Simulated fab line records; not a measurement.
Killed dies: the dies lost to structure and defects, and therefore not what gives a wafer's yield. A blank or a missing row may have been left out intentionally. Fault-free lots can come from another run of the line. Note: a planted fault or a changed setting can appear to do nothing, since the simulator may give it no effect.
Which of the tools did it? | flow gf180mcu | Sampling: 7 lots, 21 wafers, 3 of 602 route steps

WHAT THE GAUGES SHOWED, per wafer
GF_VT_IMPLANT_RS_MEAS_46: uses a four-point probe to measure.
lot  | measured     | on           | MVSD_RS (ohm/sq)
L824 | day 8 10:35  | filmMetro-03 | 455.9 456.0 456.1
L826 | day 9 01:10  | filmMetro-04 | 460.2 459.5 459.4
L829 | day 9 20:01  | filmMetro-02 | 456.2 455.0 455.0
L832 | day 10 17:46 | filmMetro-04 | 457.1 457.0 457.3
L834 | day 11 06:04 | filmMetro-03 | 133.1 133.0 133.1
L836 | day 11 21:28 | filmMetro-04 | 458.0 457.9 458.7
L842 | day 13 12:08 | filmMetro-02 | 455.9 455.8 455.5

WHICH TOOL RAN EACH LOT (tool, then ch and the chambers of the sampled wafers, then the start)
lot  | GF_STI_ETCH_13                   | GF_VT_IMPLANT_RTA_45
L824 | rieDiel-03 ch 0,1, day 2 16:00   | rtpAnneal-01 ch 0, day 8 10:28
L826 | rieDiel-03 ch 0,1,3, day 3 04:15 | rtpAnneal-01 ch 0, day 9 00:58
L829 | rieDiel-01 ch 0,3, day 3 19:17   | rtpAnneal-01 ch 0, day 9 19:55
L832 | rieDiel-04 ch 0,2,3, day 4 11:06 | rtpAnneal-02 ch 0, day 10 17:40
L834 | rieDiel-01 ch 0,3, day 4 19:44   | rtpAnneal-02, day 11 05:58
L836 | rieDiel-04 ch 0,2,3, day 5 07:11 | rtpAnneal-02 ch 0, day 11 21:22
L842 | rieDiel-04 ch 0,2, day 6 15:35   | rtpAnneal-01 ch 0, day 13 12:02
- GF_STI_ETCH_13: etches the open film in CHF3/O2, stops on Si, target depth 282.31 nm, time 112.9 s.
- GF_VT_IMPLANT_RTA_45: time 30 s.

THE ANSWER, worked out from the rows above alone
Rule: the lots themselves supply what counts as usual. The widest of any qualifying gaps counts: lots, ordered by their means at a reading, are off when they make up no more than a third of the lots, leave a main group of 4 or more, and stand apart from it by 3 or more times the standard deviation of that group's means. Not used: any main group whose means are identical at the precision the tables above print for the reading. A lot without any number at a reading at which 4 lots or more have one is off too. Where the step has rows for the other lots, those lots are counted as sound.
Off: at GF_VT_IMPLANT_RS_MEAS_46 (MVSD_RS), L834. The main group: mean 457.0 ohm/sq, standard deviation 1.5.
If a tool, at a process step before that reading, ran all the lots that are off and no sound lot after the first of them, it fits. Gauges at GF_VT_IMPLANT_RS_MEAS_46: tried the same way as those tools. 2 tools fit, rieDiel-01 at GF_STI_ETCH_13 and filmMetro-03 at GF_VT_IMPLANT_RS_MEAS_46, so this cannot tell which one it is.

WHAT HAD BEEN PUT IN BY THE SIMULATOR
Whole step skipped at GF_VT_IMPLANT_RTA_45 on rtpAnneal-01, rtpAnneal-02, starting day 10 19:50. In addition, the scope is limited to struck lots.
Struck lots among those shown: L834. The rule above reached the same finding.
